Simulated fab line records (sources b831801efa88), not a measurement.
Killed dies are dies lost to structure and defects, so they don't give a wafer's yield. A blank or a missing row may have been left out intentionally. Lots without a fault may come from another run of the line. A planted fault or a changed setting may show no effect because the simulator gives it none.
fab line records + flow sky130
record
- lots=6
- wafers=18
- last_day=50
route steps=708 shown POLY_CUT@312 SD_P@320
lots that met no fault: taken from a fault-free run of the same line
start_h: the number of hours between the record's first day and the start of the first shown wafer of the lot + wait_h: hours elapsed since this lot's preceding step + " the same as in the row above + L1.1+2: one row covering several wafers at once + - value missing, or start not given + * or withheld: withheld + < > ~ a bound
route shown NAME@n: NAME is a module with steps in the file, n the number in the route of the first one + usual: average and standard deviation across the fault-free wafers + same: alike in all rows + chamber/n: place in a boat + sites: each site's reading + _std_site: standard deviation across them + _edge_site: inner sites' mean taken away from outer sites' mean + radius_mm: how far each site lies from the wafer's centre + mask NAME#n: copy n + behind: the last tool/chamber to shape the wafer + hold: why the lot went on hold/how many hours it stayed there/how the hold came to an end + device: the n, p or np transistor that did not switch + end of line: the tests these same wafers got at the end of their route + for a step that has no rows: nothing shown but its recipe + killed: dies lost to structure and defects at the first sort, not the wafer's yield + map: a wafer's dies, marking killed ones x, the rest . and places with no die _
set.NAME: the run value of the setting; set.NAME@STEP: its run value at that earlier step + model.NAME: the simulator's own value behind a step, which no gauge read
certain route steps with their lots: each step a table, each wafer a row
services: from which hour (start_h, from the record's first day; less than 0 if before it) a tool's chamber was out of use, for how many hours, and why
## steps
# step SKY_POLY_CUT_EXPOSE_05
# recipe
- mask_id=NPCM
- na=0.8
- source_shape=annular
- sigma_inner=0.55
- sigma_outer=0.85
- target_cd_nm=270
- dose_mj=32
# step SKY_POLY_CUT_PEB_06
# recipe
- peb_temp_c=withheld
- peb_time_s=withheld
- resist=KrF-thick
# step SKY_POLY_CUT_DEVELOP_07
# recipe
- develop_time_s=60
- resist=KrF-thick
- dev_temp_c=21
# step SKY_POLY_CUT_CD_MEAS_08
# recipe
- target_cd_nm=270
# usual
- cd_nm=270.1/1.2
| lot.wafer | tool      | chamber | start_h | wait_h | cd_nm |
|-----------|-----------|---------|---------|--------|-------|
| L500.1    | cd_sem-01 | -       | 564.07  | -      | 271.4 |
| L500.2    | "         | -       | "       | "      | 271.5 |
| L500.5    | "         | -       | "       | "      | 271.1 |
| L511.3    | cd_sem-02 | -       | 666.06  | -      | 269.3 |
| L511.5    | "         | -       | "       | "      | 270.9 |
| L511.6    | "         | -       | "       | "      | 270.9 |
| L519.1    | cd_sem-02 | -       | 716.09  | -      | 270.2 |
| L519.2    | "         | -       | "       | "      | 270.7 |
| L519.4    | "         | -       | "       | "      | 272.2 |
| L520.3    | cd_sem-02 | -       | 720.28  | -      | 269.7 |
| L520.4    | "         | -       | "       | "      | 271.4 |
| L520.6    | "         | -       | "       | "      | 270.1 |
| L523.1    | cd_sem-02 | -       | 739.17  | -      | 268.9 |
| L523.4    | "         | -       | "       | "      | 270.6 |
| L523.6    | "         | -       | "       | "      | 271.2 |
| L522.1    | cd_sem-01 | -       | 739.81  | -      | 271.3 |
| L522.3    | "         | -       | "       | "      | 271.7 |
| L522.6    | "         | -       | "       | "      | 271.9 |
# step SKY_POLY_CUT_OVL_MEAS_09
# usual
- POLY_CUT_OVL=0/4.8
| lot.wafer | tool       | chamber | start_h | wait_h | POLY_CUT_OVL[nm] |
|-----------|------------|---------|---------|--------|------------------|
| L500.1    | overlay-01 | -       | 564.19  | 0.1    | 2                |
| L500.2    | "          | -       | "       | "      | 3                |
| L500.5    | "          | -       | "       | "      | 7                |
| L511.3    | overlay-02 | -       | 666.16  | 0.1    | -1               |
| L511.5    | "          | -       | "       | "      | -7               |
| L511.6    | "          | -       | "       | "      | 9                |
| L519.1    | overlay-01 | -       | 716.21  | 0.1    | -3               |
| L519.2    | "          | -       | "       | "      | -4               |
| L519.4    | "          | -       | "       | "      | -3               |
| L520.3    | overlay-02 | -       | 720.37  | 0.1    | 2                |
| L520.4    | "          | -       | "       | "      | 1                |
| L520.6    | "          | -       | "       | "      | 2                |
| L523.1    | overlay-01 | -       | 739.29  | 0.1    | -2               |
| L523.4    | "          | -       | "       | "      | 7                |
| L523.6    | "          | -       | "       | "      | 0                |
| L522.1    | overlay-02 | -       | 739.93  | 0.1    | 3                |
| L522.3    | "          | -       | "       | "      | -3               |
| L522.6    | "          | -       | "       | "      | 5                |
# step SKY_POLY_CUT_ETCH_10
# recipe
- chemistry=N2/H2
- target=BARC
- ion_energy_ev=200
- source_w=500
- bias_w=100
- pressure_mtorr=30
- n2_flow_sccm=100
- h2_flow_sccm=200
- stop_on=SiO2
- time_s=45.9
- target_depth_a=600
# usual
- chamber_pressure_mTorr=29.999/0.028
- drypump_motor_current_A=5.8/0.41
- h2_flow_sccm=200.0/0.65
- oes_product_au=0.855/0.0052
- throttle_valve_pct=13.226/0.0095
| lot.wafer | tool        | chamber | start_h | wait_h | chamber_pressure_mTorr | drypump_motor_current_A | h2_flow_sccm | oes_product_au | rf_hours_counter_h | throttle_valve_pct |
|-----------|-------------|---------|---------|--------|------------------------|-------------------------|--------------|----------------|--------------------|--------------------|
| L500.1    | rie_diel-04 | 0       | 564.23  | 0.0    | 29.965                 | 5.7                     | 200.5        | 0.853          | 2                  | 13.232             |
| L500.2    | "           | 1       | "       | "      | 30.054                 | 6.1                     | 200.2        | 0.860          | 0                  | 13.240             |
| L500.5    | "           | 0       | "       | "      | 29.996                 | 5.7                     | 200.0        | 0.860          | -                  | 13.232             |
| L511.3    | rie_diel-02 | 2       | 666.18  | 0.0    | 30.010                 | 6.3                     | 200.6        | 0.864          | 40                 | 13.214             |
| L511.5    | "           | 0       | "       | "      | 30.007                 | 5.6                     | 199.5        | 0.856          | -                  | 13.228             |
| L511.6    | "           | 3       | "       | "      | 29.960                 | 4.9                     | 199.6        | 0.863          | -                  | 13.229             |
| L519.1    | rie_diel-02 | 1       | 716.24  | 0.0    | 30.006                 | 5.9                     | 200.7        | 0.854          | 1                  | 13.225             |
| L519.2    | "           | 0       | "       | "      | 30.065                 | 5.5                     | 200.0        | 0.858          | 5                  | 13.212             |
| L519.4    | "           | 3       | "       | "      | 29.989                 | 4.9                     | 200.6        | 0.847          | 6                  | 13.231             |
| L520.3    | rie_diel-03 | 1       | 720.39  | 0.0    | 29.957                 | 5.7                     | 199.3        | 0.854          | 7                  | 13.216             |
| L520.4    | "           | 2       | "       | "      | 30.026                 | 6.2                     | 199.9        | 0.855          | 20                 | 13.225             |
| L520.6    | "           | 0       | "       | "      | 30.034                 | 6.1                     | 199.6        | 0.855          | -                  | 13.244             |
| L523.1    | rie_diel-03 | 0       | 739.33  | 0.0    | 30.002                 | 6.1                     | 200.0        | 0.854          | 11                 | 13.245             |
| L523.4    | "           | 3       | "       | "      | 30.065                 | 6.2                     | 200.5        | 0.854          | 17                 | 13.226             |
| L523.6    | "           | 0       | "       | "      | 30.048                 | 6.1                     | 200.4        | 0.859          | -                  | 13.234             |
| L522.1    | rie_diel-02 | 2       | 739.96  | 0.0    | 29.978                 | 6.3                     | 201.3        | 0.856          | 42                 | 13.239             |
| L522.3    | "           | 0       | "       | "      | 30.004                 | 5.6                     | 200.2        | 0.854          | 5                  | 13.230             |
| L522.6    | "           | 1       | "       | "      | 29.956                 | 5.9                     | 199.7        | 0.855          | -                  | 13.218             |
# step SKY_POLY_CUT_ETCH_11
# recipe
- target=Si3N4
- chemistry=CF4/CH2F2/Ar
- stop_on=poly-Si
- source_w=600
- bias_w=150
- pressure_mtorr=40
- cf4_flow_sccm=40
- ch2f2_flow_sccm=20
- Ar_flow_sccm=150
- time_s=42.5
- target_depth_a=600
# usual
- chamber_pressure_mTorr=40.00/0.038
- drypump_motor_current_A=5.8/0.41
- mfc_ar_sccm=150.0/0.46
- oes_product_au=0.828/0.0067
- throttle_valve_pct=14.994/0.0081
| lot.wafer | tool        | chamber | start_h | wait_h | chamber_pressure_mTorr | drypump_motor_current_A | mfc_ar_sccm | oes_product_au | rf_hours_counter_h | throttle_valve_pct |
|-----------|-------------|---------|---------|--------|------------------------|-------------------------|-------------|----------------|--------------------|--------------------|
| L500.1    | rie_diel-04 | 0       | 564.27  | 0.0    | 40.04                  | 5.7                     | 149.2       | 0.822          | 2                  | 14.996             |
| L500.2    | "           | 1       | "       | "      | 39.98                  | 6.1                     | 150.2       | 0.830          | 0                  | 14.986             |
| L500.5    | "           | 0       | "       | "      | 39.96                  | 5.8                     | 150.0       | 0.822          | -                  | 14.989             |
| L511.3    | rie_diel-02 | 2       | 666.22  | 0.0    | 39.99                  | 6.3                     | 149.5       | 0.830          | 40                 | 14.996             |
| L511.5    | "           | 0       | "       | "      | 40.00                  | 5.6                     | 150.7       | 0.826          | -                  | 14.988             |
| L511.6    | "           | 3       | "       | "      | 39.97                  | 4.9                     | 149.4       | 0.827          | -                  | 14.998             |
| L519.1    | rie_diel-02 | 1       | 716.28  | 0.0    | 39.98                  | 5.9                     | 150.5       | 0.829          | 1                  | 14.991             |
| L519.2    | "           | 0       | "       | "      | 40.02                  | 5.5                     | 149.9       | 0.837          | 5                  | 14.990             |
| L519.4    | "           | 3       | "       | "      | 40.00                  | 4.9                     | 149.9       | 0.831          | 6                  | 14.986             |
| L520.3    | rie_diel-03 | 1       | 720.43  | 0.0    | 40.03                  | 5.7                     | 149.5       | 0.838          | 7                  | 14.995             |
| L520.4    | "           | 2       | "       | "      | 39.94                  | 6.1                     | 150.4       | 0.845          | 20                 | 14.995             |
| L520.6    | "           | 0       | "       | "      | 40.02                  | 6.1                     | 150.2       | 0.840          | -                  | 15.006             |
| L523.1    | rie_diel-03 | 0       | 739.37  | 0.0    | 39.99                  | 6.1                     | 150.4       | 0.832          | 11                 | 14.990             |
| L523.4    | "           | 3       | "       | "      | 40.04                  | 6.2                     | 150.3       | 0.832          | 17                 | 15.005             |
| L523.6    | "           | 0       | "       | "      | 40.03                  | 6.1                     | 150.1       | 0.826          | -                  | 14.997             |
| L522.1    | rie_diel-02 | 2       | 740.01  | 0.0    | 39.96                  | 6.3                     | 149.8       | 0.828          | 42                 | 14.988             |
| L522.3    | "           | 0       | "       | "      | 40.02                  | 5.5                     | 149.7       | 0.832          | 5                  | 14.994             |
| L522.6    | "           | 1       | "       | "      | 39.98                  | 5.9                     | 150.3       | 0.836          | -                  | 14.991             |
# step SKY_POLY_CUT_STRIP_12
# recipe
- chemistry=O2/N2
- power_w=1400
- pressure_mtorr=1500
- platen_temp_c=withheld
- o2_flow_sccm=3000
- n2_flow_sccm=300
- overash_fraction=0.5
# usual
- chamber_pressure_mTorr=1499.9/1.5
- drypump_motor_current_A=5.6/0.58
- oes_product_au=0.452/0.005
- strip_time_to_endpoint_s=5.362/0.019
| lot.wafer | tool            | chamber | start_h | wait_h | chamber_pressure_mTorr | drypump_motor_current_A | oes_product_au | rf_hours_counter_h | strip_time_to_endpoint_s |
|-----------|-----------------|---------|---------|--------|------------------------|-------------------------|----------------|--------------------|--------------------------|
| L500.1    | plasma_asher-01 | 1       | 564.31  | 0.0    | 1502.4                 | 4.8                     | 0.459          | 73                 | 5.382                    |
| L500.2    | "               | 0       | "       | "      | 1498.6                 | 5.2                     | 0.458          | 73                 | 5.381                    |
| L500.5    | "               | 1       | "       | "      | 1501.3                 | 4.8                     | 0.443          | -                  | 5.376                    |
| L511.3    | plasma_asher-04 | 0       | 666.30  | 0.1    | 1499.5                 | 6.6                     | 0.460          | -                  | 5.377                    |
| L511.5    | "               | 0       | "       | "      | 1497.1                 | 6.6                     | 0.447          | -                  | 5.366                    |
| L511.6    | "               | 1       | "       | "      | 1498.8                 | 5.8                     | 0.449          | -                  | 5.348                    |
| L519.1    | plasma_asher-03 | 0       | 716.32  | 0.0    | 1499.8                 | 5.5                     | 0.453          | 103                | 5.347                    |
| L519.2    | "               | 1       | "       | "      | 1500.2                 | 5.4                     | 0.451          | 103                | 5.327                    |
| L519.4    | "               | 1       | "       | "      | 1499.0                 | 5.4                     | 0.453          | -                  | 5.360                    |
| L520.3    | plasma_asher-03 | 1       | 720.51  | 0.1    | 1500.2                 | 5.4                     | 0.445          | -                  | 5.364                    |
| L520.4    | "               | 0       | "       | "      | 1499.5                 | 5.5                     | 0.446          | -                  | 5.344                    |
| L520.6    | "               | 1       | "       | "      | 1499.0                 | 5.4                     | 0.447          | -                  | 5.381                    |
| L523.1    | plasma_asher-04 | 1       | 739.41  | 0.0    | 1499.2                 | 5.8                     | 0.458          | 60                 | 5.365                    |
| L523.4    | "               | 1       | "       | "      | 1497.4                 | 5.8                     | 0.453          | -                  | 5.374                    |
| L523.6    | "               | 1       | "       | "      | 1501.8                 | 5.9                     | 0.457          | -                  | 5.375                    |
| L522.1    | plasma_asher-01 | 1       | 740.05  | 0.0    | 1498.0                 | 4.9                     | 0.456          | 90                 | 5.348                    |
| L522.3    | "               | 1       | "       | "      | 1501.7                 | 4.8                     | 0.454          | -                  | 5.348                    |
| L522.6    | "               | 1       | "       | "      | 1501.5                 | 4.9                     | 0.458          | -                  | 5.363                    |
# step SKY_SD_P_DEHYDRATE_00
# recipe
- temp_c=200
- time_s=60
# step SKY_SD_P_HMDS_01
# recipe
- prime_time_s=60
- prime_temp_c=120
# step SKY_SD_P_COAT_02
# recipe
- resist=NOVOLAK
- spin_rpm=3000
- resist_thk_nm=1140
# step SKY_SD_P_SOFTBAKE_03
# recipe
- temp_c=90
- time_s=60
- resist=NOVOLAK
# step SKY_SD_P_EXPOSE_04
# recipe
- mask_id=PSDM
- na=0.6
- source_shape=conventional
- sigma_outer=0.6
- polarization=unpolarized
- target_cd_nm=380
- dose_mj=138
# usual
- exposure_dose_mJ_cm2=137.90/0.13
- focus_offset_nm=0.0/0.48
| lot.wafer | tool             | chamber | start_h | wait_h | mask   | exposure_dose_mJ_cm2 | focus_offset_nm |
|-----------|------------------|---------|---------|--------|--------|----------------------|-----------------|
| L500.1    | iline_stepper-02 | 0       | 578.94  | -      | PSDM#0 | 137.86               | -0.1            |
| L500.2    | "                | 0       | "       | "      | PSDM#0 | 137.98               | 0.4             |
| L500.5    | "                | 0       | "       | "      | PSDM#0 | 137.80               | 0.5             |
| L511.3    | iline_stepper-01 | 0       | 681.09  | -      | PSDM#0 | 138.07               | 0.1             |
| L511.5    | "                | 0       | "       | "      | PSDM#0 | 137.85               | -0.7            |
| L511.6    | "                | 0       | "       | "      | PSDM#0 | 137.87               | 0.0             |
| L519.1    | iline_stepper-02 | -       | 730.84  | -      | PSDM#0 | -                    | -               |
| L519.2    | "                | -       | "       | "      | PSDM#0 | -                    | -               |
| L519.4    | "                | -       | "       | "      | PSDM#0 | -                    | -               |
| L520.3    | iline_stepper-02 | -       | 735.01  | -      | PSDM#0 | -                    | -               |
| L520.4    | "                | -       | "       | "      | PSDM#0 | -                    | -               |
| L520.6    | "                | -       | "       | "      | PSDM#0 | -                    | -               |
| L523.1    | iline_stepper-02 | 0       | 752.64  | -      | PSDM#0 | 137.66               | -0.4            |
| L523.4    | "                | 0       | "       | "      | PSDM#0 | 137.75               | -0.4            |
| L523.6    | "                | 0       | "       | "      | PSDM#0 | 137.96               | 0.2             |
| L522.1    | iline_stepper-02 | 0       | 753.24  | -      | PSDM#0 | 138.04               | 0.0             |
| L522.3    | "                | 0       | "       | "      | PSDM#0 | 138.08               | -0.3            |
| L522.6    | "                | 0       | "       | "      | PSDM#0 | 137.92               | -0.4            |
# step SKY_SD_P_PEB_05
# recipe
- temp_c=withheld
- time_s=*
- resist=NOVOLAK
## services
| tool             | chamber | start_h | hours | kind           |
|------------------|---------|---------|-------|----------------|
| iline_stepper-02 | -       | 544.51  | 9.9   | repair         |
| rie_diel-04      | 2       | 546.82  | 2.6   | repair         |
| rie_diel-03      | 2       | 559.07  | 2.4   | repair         |
| rie_diel-04      | 3       | 559.30  | 16.3  | repair         |
| iline_stepper-02 | -       | 580.47  | 1.7   | pm             |
| iline_stepper-02 | -       | 589.57  | 14.3  | repair         |
| plasma_asher-01  | -       | 594.66  | 3.3   | repair         |
| iline_stepper-01 | -       | 604.02  | 1.7   | pm             |
| rie_diel-03      | -       | 618.88  | 0.4   | repair         |
| rie_diel-02      | 1       | 634.52  | 12.4  | repair         |
| rie_diel-04      | 1       | 646.40  | 17.9  | repair         |
| rie_diel-03      | 3       | 646.55  | 16.6  | repair         |
| rie_diel-02      | 1       | 646.94  | -     | clean          |
| rie_diel-02      | 1       | 646.94  | 36.3  | scheduled_down |
| rie_diel-02      | 1       | 646.94  | 36.3  | vent_cycle     |
| rie_diel-04      | -       | 648.69  | 14.6  | pm             |
| plasma_asher-01  | -       | 652.99  | 6.3   | repair         |
| rie_diel-03      | -       | 658.60  | 2.8   | pm             |
| plasma_asher-04  | -       | 718.68  | 1.3   | repair         |
| rie_diel-03      | 2       | 732.27  | 5.9   | repair         |
| iline_stepper-02 | 0       | 732.56  | -     | calibration    |
| plasma_asher-03  | -       | 733.75  | 9.0   | pm             |
| rie_diel-02      | 0       | 747.47  | 3.9   | repair         |
| iline_stepper-01 | -       | 749.98  | 28.9  | pm             |
## key
first_sign
- step=SKY_SD_P_EXPOSE_04
- reading=tool_record
- direction=missing
effect none on later readings
met_at SKY_SD_P_EXPOSE_04
struck_wafers L519.1,L519.2,L519.4,L520.3,L520.4,L520.6
sort_left_out L519.1,L519.2,L519.4,L520.3,L520.4,L520.6
tester_left_out L519,L520
onset_between 578.94 730.84
fault
- kind=skipped_step_whole
- tool=iline_stepper-02
- chamber=-
- onset_h=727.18
- steps=SKY_SD_P_EXPOSE_04
- scope=struck_lots_only
# tester_left_out: of these lots the tester's yield and bins aren't shown, on N5 and GAA mostly nor the transistor test; their killed dies are dies lost to structure and defects alone, not to doping, threshold or leakage, so they don't give the yield
# sort_left_out: the simulated sort isn't trusted on such a fault, so these wafers' sort isn't shown, and their yield isn't known
